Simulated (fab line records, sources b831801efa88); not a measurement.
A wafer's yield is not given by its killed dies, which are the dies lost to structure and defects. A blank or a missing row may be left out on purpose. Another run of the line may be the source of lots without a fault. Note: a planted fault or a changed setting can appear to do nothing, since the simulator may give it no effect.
A struck lot beside a sound one	flow sky130	16 out of 708 route steps
Sound: these wafers, L312.1, L312.4, L312.6. Struck: wafers L315.3, L315.4, L315.6. At the end, the cause is stated.
For every step that has rows: the tool of each side, followed by ch and its chambers, followed by its first start. Under that, the readings that differ: sound wafers	struck wafers	difference of the means	sigmas: that difference in standard deviations of wafers without a fault.
alike: readings whose means differ by less than 2 such deviations, and words and numbers that are the same on both sides. not compared: withheld readings, readings that some wafer has no value for, bounds like >300 that may hide the same value, and numbers for which the record gives no deviation and whose values overlap.
Wherever a step has rows on one side only, a row that says differs or no value, or a row with sigmas, the two part there. When numbers do not overlap yet have no deviation, they are printed without sigmas and do not part them. A reading that every wafer of one side lacks parts them only if that side has two wafers or more.

SKY_METAL5_SPUTTER_03: material Ti, target thk 5 nm, time 3.3 s.
  sound on pvdSputter-01, day 45 14:43; struck on pvdSputter-01, day 46 04:58
  alike: cathodeDcPowerW, throttleValvePct
SKY_METAL5_SPUTTER_04: material TiN, target thk 70 nm, time 58.3 s.
  sound on pvdSputter-01, day 45 14:44; struck on pvdSputter-01, day 46 04:58
  alike: cathodeDcPowerW, throttleValvePct
SKY_METAL5_RS_MEAS_05: measurement is done with a four-point probe.
  sound on filmMetro-04, day 45 14:47; struck on filmMetro-01, day 46 05:04
  alike: METAL5_ALCU_RS
SKY_METAL5_THK_MEAS_06: measures by xrf.
  sound on filmMetro-04, day 45 14:55; struck on filmMetro-01, day 46 05:10
  alike: METAL5_ALCU_THK
then, 7 steps without rows for these wafers: SKY_METAL5_DEHYDRATE_07 (time 60 s); SKY_METAL5_HMDS_08 (prime time 60 s); SKY_METAL5_COAT_09 (resist thk 1800 nm); SKY_METAL5_SOFTBAKE_10 (time 60 s); SKY_METAL5_EXPOSE_11 (exposes mask MM5, target cd 1600 nm); SKY_METAL5_PEB_12; SKY_METAL5_DEVELOP_13 (develop time 60 s).
SKY_METAL5_DESCUM_14: chemistry O2, time 11 s.
  sound on rieMetal-02 ch 0,1, day 46 10:29; struck on rieMetal-02 ch 0,1, day 47 01:04
  alike: drypumpMotorCurrentA, oesProductAu
  not compared: rfHoursCounterH
SKY_METAL5_METAL_ETCH_15: etches the open film in Cl2/BCl3, stops on SiO2, target depth 1260 nm, time 252 s.
  sound on rieMetal-02 ch 0,1, day 46 10:32; struck on rieMetal-02 ch 0,1, day 47 01:10
reading	sound	struck	difference	sigmas
oesProductAu (a.u.)	0.890 0.890 0.889	0.826 0.816 0.823	-0.068	-14
overEtchFrac	0.2 0.2 0.2	0.41128 0.41128 0.41128	+0.21128	
model.NOVOLAK_of_METAL5_COAT_09.thkNm (nm)	998.5 1045 1047	847.3 894.4 898.1	-150.2	
model.SiO2_of_VIA4_HDPCVD_00.thkNm (nm)	548.8 546.5 551.1	544.4 545.1 544.6	-4.1	
  alike: drypumpMotorCurrentA, throttleValvePct
  not compared: rfHoursCounterH, model.METAL5.cdNm
SKY_METAL5_STRIP_16: strips in O2/N2.
  sound on plasmaAsher-01 ch 0, day 46 10:46; struck on plasmaAsher-01 ch 0,1, day 47 01:22
reading	sound	struck	difference	sigmas
o2FlowSccm (sccm)	2992 2979 2995	3014 3008 3011	+22	+3
oesProductAu (a.u.)	0.711 0.710 0.707	0.680 0.710 0.704	-0.011	-3
stripTimeToEndpointS (s)	12.70 13.21 13.23	10.96 11.50 11.52	-1.72	-6
  alike: drypumpMotorCurrentA
  not compared: rfHoursCounterH
then, 1 step without rows for these wafers: SKY_METAL5_STRIP_17 (strips in post etch residue remover, time 1200 s).
SKY_PAD_OPEN_PROBE_99:
  sound on prober-02, day 48 05:45; struck on prober-02, day 48 19:26
reading	sound	struck	difference	sigmas
killed_at_M4_up	1 1 0	7 6 6	+6	+3
  alike: defectLimitedYield, killed_at_M0_to_M3, killedAtContacts, killedAtFrontEnd, killedAtOther, killedDies, killedOpen, killedShort, sort_bin_3_pad_short, sort_bin_5_function, sort_bin_6_memory, sortNPass, sortYieldPct
  not compared: model.etest.met5.widthNm

== WHERE THEY PART ==
Last at SKY_PAD_OPEN_PROBE_99 as far as this record goes, first at SKY_METAL5_METAL_ETCH_15.

WHY: the cause the simulator had injected
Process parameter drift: rieMetal-02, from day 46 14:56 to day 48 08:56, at SKY_METAL5_METAL_ETCH_15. The setting overEtchFrac was moved by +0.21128, starting from 0.2. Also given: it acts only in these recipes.
